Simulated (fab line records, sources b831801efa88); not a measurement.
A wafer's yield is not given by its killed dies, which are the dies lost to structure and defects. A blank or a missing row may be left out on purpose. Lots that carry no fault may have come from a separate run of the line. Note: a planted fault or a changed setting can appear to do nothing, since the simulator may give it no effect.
8D (eight disciplines) problem report, filled in by code :: flow gf180mcu :: the parts of the form that need people (team, actions taken, sign-off) are left out

## 1. WHAT WENT WRONG
Wafers without a fault read 540.0 s, standard deviation 2.6; run_length_s at GF_STI_WET_ETCH_17 reads a mean of 828.1 s on 9 wafers belonging to 3 lots. That is +99 or more standard deviations from the usual mean.
The step: etches Si3N4 in H3PO4, target depth 45 nm, time 514 s.
Seen first at day 5 07:27 on wet_bench-02, wafer L972.2. Wafers with a number at this step in the record: 21, from 7 lots. By rule, "out" or "out of limits" means more than 4 standard deviations away from the usual mean. Any other wafer with a number is counted as sound.

## 2. WHAT THIS IS AND IS NOT
question: which readings at this step
is: run_length_s
is not: -

question: which lots
is: L972, L973, L977
is not: L963, L966, L978, L980

question: which wafers of those lots
is: all that have a number
is not: -

question: read on which tools
is: wet_bench-02
is not: wet_bench-03, wet_bench-04

question: when
is: from day 5 07:27
is not: up to then (6 sound wafers); but 6 sound wafers of L978, L980 came after

## 3. SUSPECTS, AND WHAT RULES EACH OUT
Counting: a tool at a process step up to the reading stays a suspect if it ran every lot that is out and no sound lot after the first of them.
- wet_bench-02 at GF_STI_WET_ETCH_17 (etches Si3N4 in H3PO4, target depth 45 nm, time 514 s): kept. It ran every lot that is out, first L972 (day 5 07:27), and no sound lot after that; its last sound lot up to then is L963 (day 3 08:36). On those wafers its own readings are out: run_length_s.
After counting, what remains is wet_bench-02 at GF_STI_WET_ETCH_17.

## 4. THE CAUSE (what the simulator had put in)
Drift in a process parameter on wet_bench-02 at GF_STI_WET_ETCH_17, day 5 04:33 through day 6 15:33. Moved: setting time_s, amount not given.
The count eliminated every tool but this one.

## 5. THE EFFECT CHAIN, in route order
Each row: a reading where the mean over the struck wafers with a number is more than 3 standard deviations away from the usual. Scope: only readings with a usual standard deviation given in the record; hours: median across lots of the time from each lot's start at the first step in this table that gives one to its start at this step; sigmas: change in usual standard deviations.
hours: 0
step: GF_STI_WET_ETCH_17
reading: run_length_s
usual: 540.0 s
on struck wafers: 828.1
change: +288.1
sigmas: +99 or more
Its process steps:
- GF_STI_WET_ETCH_17: etches Si3N4 in H3PO4, target depth 45 nm, time 514 s.
Later steps that measure or inspect, where all struck wafers having a row at the step show a number for every such reading and not one has moved that far: GF_STI_THK_MEAS_22, GF_STI_THK_MEAS_24.

## 6. HOW IT WOULD HAVE BEEN CAUGHT EARLIER
The fault began at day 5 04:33; the first out-of-limits reading in this record came at day 5 07:27, 3 hours later.
